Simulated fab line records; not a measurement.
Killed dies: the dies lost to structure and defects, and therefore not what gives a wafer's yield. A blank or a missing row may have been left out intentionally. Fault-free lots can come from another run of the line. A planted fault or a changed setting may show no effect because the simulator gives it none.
The tool behind it: which one? / flow sky130 / 32 wafers sampled from 11 lots at 1 step of a route of 708

## WHAT EACH GAUGE READ, for each wafer
SKY_FIELD_ISO_THK_MEAS_04.
lot=L945; measured=day 1 13:37; on=filmMetro-04; FIELD_ISO_CVD_03_THK (nm)=165.3 163.7 163.8
lot=L946; measured=day 1 19:25; on=filmMetro-04; FIELD_ISO_CVD_03_THK (nm)=162.7 164.2 165.0
lot=L948; measured=day 2 05:35; on=filmMetro-02; FIELD_ISO_CVD_03_THK (nm)=163.9 165.5 165.9
lot=L954; measured=day 3 10:35; on=filmMetro-02; FIELD_ISO_CVD_03_THK (nm)=165.3 165.2
lot=L957; measured=day 4 02:23; on=filmMetro-03; FIELD_ISO_CVD_03_THK (nm)=165.1 164.4 164.4
lot=L961; measured=day 4 22:17; on=filmMetro-03; FIELD_ISO_CVD_03_THK (nm)=165.3 164.1 164.4
lot=L964; measured=day 5 12:30; on=filmMetro-03; FIELD_ISO_CVD_03_THK (nm)=164.2 163.3 163.8
lot=L965; measured=day 5 17:54; on=filmMetro-03; FIELD_ISO_CVD_03_THK (nm)=165.7 167.4 166.1
lot=L966; measured=day 6 00:40; on=filmMetro-04; FIELD_ISO_CVD_03_THK (nm)=165.9 166.1 165.7
lot=L967; measured=day 6 04:26; on=filmMetro-03; FIELD_ISO_CVD_03_THK (nm)=163.9 163.0 164.7
lot=L968; measured=day 6 09:58; on=filmMetro-02; FIELD_ISO_CVD_03_THK (nm)=163.4 161.8 163.8

## EACH LOT AND THE TOOL THAT RAN IT (in order: tool; ch and the chambers of the sampled wafers; start)
Record: no process step prior to these readings.

## THE ANSWER, worked out from the rows above alone
Rule: the lots themselves supply what counts as usual. The widest of any qualifying gaps counts: lots, ordered by their means at a reading, are off when they make up no more than a third of the lots, leave a main group of 4 or more, and stand apart from it by 3 or more times the standard deviation of that group's means. A main group whose means are all the same, to the digits that the tables above print for the reading, isn't used. Also off: a lot with no number at a reading for which 4 or more lots have one. Where the step has rows for the other lots, those lots are counted as sound.
Nothing can be told from this: no lot is off at any reading shown.

## WHAT THE SIMULATOR HAD PUT IN
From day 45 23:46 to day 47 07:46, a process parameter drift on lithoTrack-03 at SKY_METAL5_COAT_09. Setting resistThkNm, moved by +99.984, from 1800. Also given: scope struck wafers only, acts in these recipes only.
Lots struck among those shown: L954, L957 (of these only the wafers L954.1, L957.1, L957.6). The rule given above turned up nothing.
